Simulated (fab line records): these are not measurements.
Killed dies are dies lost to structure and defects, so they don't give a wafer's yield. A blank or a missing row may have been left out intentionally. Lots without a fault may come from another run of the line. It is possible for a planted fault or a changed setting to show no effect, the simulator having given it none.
Matching of chambers	flow gf180mcu	GF_STI_ETCH_13 on rie-diel-03 has 4 sister chambers
The step etches the open film in CHF3/O2, stops on Si, target depth 282.31 nm, time 112.9 s. 14 wafers are shown with their chamber, then 7 later ones without.

== WAFERS, EACH WITH ITS CHAMBER ==
wafer	chamber	drypump-motor-current-A (A)	oes-product-au (a.u.)	throttle-valve-pct (%)
L268.3	3	4.6	0.836	8.795
L268.4	0	5.7	0.838	8.819
L268.6	0	5.8	0.843	8.806
L269.1	0	5.7	0.840	8.799
L269.2	3	4.6	0.828	8.806
L269.6	3	4.6	0.840	8.814
L270.2	3	4.6	0.843	8.817
L270.5	3	4.7	0.836	8.819
L270.6	0	5.8	0.838	8.820
L272.2	2	5.8	0.842	8.830
L272.4	2	5.8	0.840	8.809
L272.5	0	5.7	0.837	8.814
L278.2	3	4.7	0.842	8.803
L278.3	1	6.2	0.833	8.803

SIGNATURES (means of the wafers above)
reading	chamber 0	chamber 1	chamber 2	chamber 3	scatter within a chamber
drypump-motor-current-A	5.740	6.200	5.800	4.633	0.0503
oes-product-au	0.83920	0.83300	0.84100	0.83750	0.0042
throttle-valve-pct	8.81160	8.80300	8.81950	8.80900	0.00986
Rule: a wafer lies at a distance from a chamber equal to the root of the sum of squares, over the readings, of (its reading less the chamber's mean, divided by the reading's scatter). If the next closest chamber is less than 2 further off than the closest, the wafer can't be placed; otherwise it belongs to the closest. The scatter: take each reading less its chamber's mean, square it, sum over the shown wafers, divide by the number of wafers less the number of chambers, and take the root.

== WAFERS WITHOUT THEIR CHAMBER ==
wafer	drypump-motor-current-A (A)	oes-product-au (a.u.)	throttle-valve-pct (%)
L278.6	5.7	0.831	8.807
L282.1	6.2	0.840	8.811
L282.2	5.8	0.834	8.806
L282.4	6.2	0.837	8.791
L285.1	5.8	0.831	8.803
L285.2	6.2	0.830	8.809
L285.4	4.6	0.834	8.801

== EACH ONE'S CHAMBER ==
wafer	from the rows above	in truth
L278.6	can't be placed: 0 or 2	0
L282.1	1	1
L282.2	can't be placed: 0 or 2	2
L282.4	1	1
L285.1	can't be placed: 0 or 2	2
L285.2	1	1
L285.4	3	3
Correctly placed: 4 of 7. Cannot be placed on the basis of these rows: 3; the candidates contain the true chamber in 3. Wrongly placed: 0.
